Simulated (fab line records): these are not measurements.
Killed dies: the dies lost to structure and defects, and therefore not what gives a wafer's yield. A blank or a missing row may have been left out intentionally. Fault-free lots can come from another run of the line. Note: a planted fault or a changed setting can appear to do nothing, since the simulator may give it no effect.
Comparing a struck lot with a sound one ; flow sky130 ; 17 out of 708 route steps
Sound: the wafers L884.4, L884.5, L884.6. Wafers struck: L893.1, L893.2, L893.6. Last of all comes the cause.
Order at every step that has rows: each side's tool, ch and its chambers, its first start. Under that, the readings that differ: sound wafers ; struck wafers ; difference of the means ; sigmas: that difference in standard deviations of wafers without a fault.
alike: a reading whose means differ by less than 2 such deviations, as well as words and numbers matching on both sides. not compared: withheld readings; readings where some wafer has no value; bounds like >300 that might hide an equal value; numbers whose values overlap and for which the record gives no deviation.
A row with sigmas, a row that says differs or no value, or rows on one side alone: a step with any of these is where the two part. Non-overlapping numbers with no deviation appear without sigmas and do not part them. A reading that every wafer of one side lacks parts them only if that side has two wafers or more.

SKY_VT_ADJUST_HVTP_OVL_MEAS_08:
  struck on overlay-01, day 9 00:15; sound on overlay-02, day 6 19:47
  alike: VT_ADJUST_HVTP_OVL
then, 1 step without rows for these wafers: SKY_VT_ADJUST_HVTP_IMPLANT_09.
SKY_VT_ADJUST_HVTP_STRIP_10: strips in O2/N2.
  sound on plasma-asher-04 ch 0,1, day 6 19:59; struck on plasma-asher-02 ch 0,1, day 9 00:26
reading;sound;struck;difference;sigmas
strip-time-to-endpoint-s (s);14.06 14.12 14.16;14.20 14.19 14.18;+0.08;+2
  alike: drypump-motor-current-A, o2-flow-sccm, oes-product-au
  not compared: rf-hours-counter-h
SKY_VT_ADJUST_HVTP_TW_MEAS_11:
  struck on film-metro-01, day 9 00:32; sound on film-metro-03, day 6 20:04
  alike: VT_ADJUST_HVTP_TW
then, 7 steps without rows for these wafers: SKY_VT_ADJUST_LVTN_DEHYDRATE_00 (time 60 s); SKY_VT_ADJUST_LVTN_HMDS_01 (prime time 60 s); SKY_VT_ADJUST_LVTN_COAT_02 (resist thk 3000 nm); SKY_VT_ADJUST_LVTN_SOFTBAKE_03; SKY_VT_ADJUST_LVTN_EXPOSE_04 (exposes mask NWM COMPLEMENT LESS NATIVE, target cd 840 nm); SKY_VT_ADJUST_LVTN_PEB_05; SKY_VT_ADJUST_LVTN_DEVELOP_06 (develop time 60 s).
SKY_VT_ADJUST_LVTN_OVL_MEAS_07:
  struck on overlay-01, day 9 21:20; sound on overlay-02, day 7 15:04
  alike: VT_ADJUST_LVTN_OVL
SKY_VT_ADJUST_LVTN_IMPLANT_08:
  sound on implanter-02 ch 0, day 7 15:09; struck on implanter-04 ch 0, day 9 21:22
reading;sound;struck;difference;sigmas
dose-ions-cm2;1.5687e+12 1.5672e+12 1.5671e+12;2.7374e+12 2.7355e+12 2.7382e+12;+1.1694e+12;+99 or more
faraday-current-uA;9.05 8.73 8.80;15.11 15.89 15.39;+6.60;+41
SKY_VT_ADJUST_LVTN_STRIP_09: strips in O2/N2.
  sound on plasma-asher-03 ch 0,1, day 7 15:16; struck on plasma-asher-01 ch 0,1, day 9 21:31
  alike: drypump-motor-current-A, o2-flow-sccm, oes-product-au, strip-time-to-endpoint-s
  not compared: rf-hours-counter-h
SKY_VT_ADJUST_LVTN_TW_MEAS_10:
  struck on film-metro-01, day 9 21:37; sound on film-metro-03, day 7 15:21
reading;sound;struck;difference;sigmas
VT_ADJUST_LVTN_TW;242.1 243.7 243.7;284.4 285.0 283.8;+41.2;+24
then, 1 step without rows for these wafers: SKY_VT_ADJUST_LVTN_DEHYDRATE_11 (time 60 s).
-- here the record skips 38 days between the struck wafers' starts before and after, leaving off in module VT_ADJUST_LVTN and picking up in module PAD_OPEN (first step shown: number 708 of the route) --
SKY_PAD_OPEN_PROBE_99:
  struck on prober-02, day 48 08:23; sound on prober-02, day 46 13:06
reading;sound;struck;difference;sigmas
killed-at-other;4 1 0;0 0 1;-1;-2
model.etest.nfet_01v8_lvt.drive-ua-um;580.5 568.2 569.5;529.5 547.1 524.1;-39.2;
model.etest.nfet_01v8.drive-ua-um;512.6 498.8 494.2;467.3 485.8 466.5;-28.7;
model.etest.nfet_01v8_swapped.drive-ua-um;506.8 496.9 496.1;471.8 483.4 469.4;-25.1;
model.etest.nfet_01v8_turned.drive-ua-um;509.2 501.7 499.2;468.6 483.9 466.7;-30.3;
model.etest.nfet_01v8_lvt.vt-sat-v (V);0.5364 0.5465 0.548;0.5815 0.5717 0.5847;+0.0357;
model.etest.nfet_01v8_lvt.vt-v (V);0.6135 0.6191 0.6187;0.6419 0.6339 0.6388;+0.0211;
model.etest.nfet_01v8.vt-sat-v (V);0.6499 0.656 0.659;0.6768 0.6722 0.6843;+0.0228;
model.etest.nfet_01v8_swapped.vt-sat-v (V);0.6519 0.6582 0.6607;0.6823 0.6765 0.6836;+0.0239;
  alike: killed_at_M0_to_M3, killed_at_M4_up, killed-at-contacts, killed-at-front-end, killed-dies, killed-open, killed-short

== WHERE THEY PART ==
Last at SKY_PAD_OPEN_PROBE_99 as far as this record goes, first at SKY_VT_ADJUST_HVTP_STRIP_10.

WHY: the cause the simulator had injected
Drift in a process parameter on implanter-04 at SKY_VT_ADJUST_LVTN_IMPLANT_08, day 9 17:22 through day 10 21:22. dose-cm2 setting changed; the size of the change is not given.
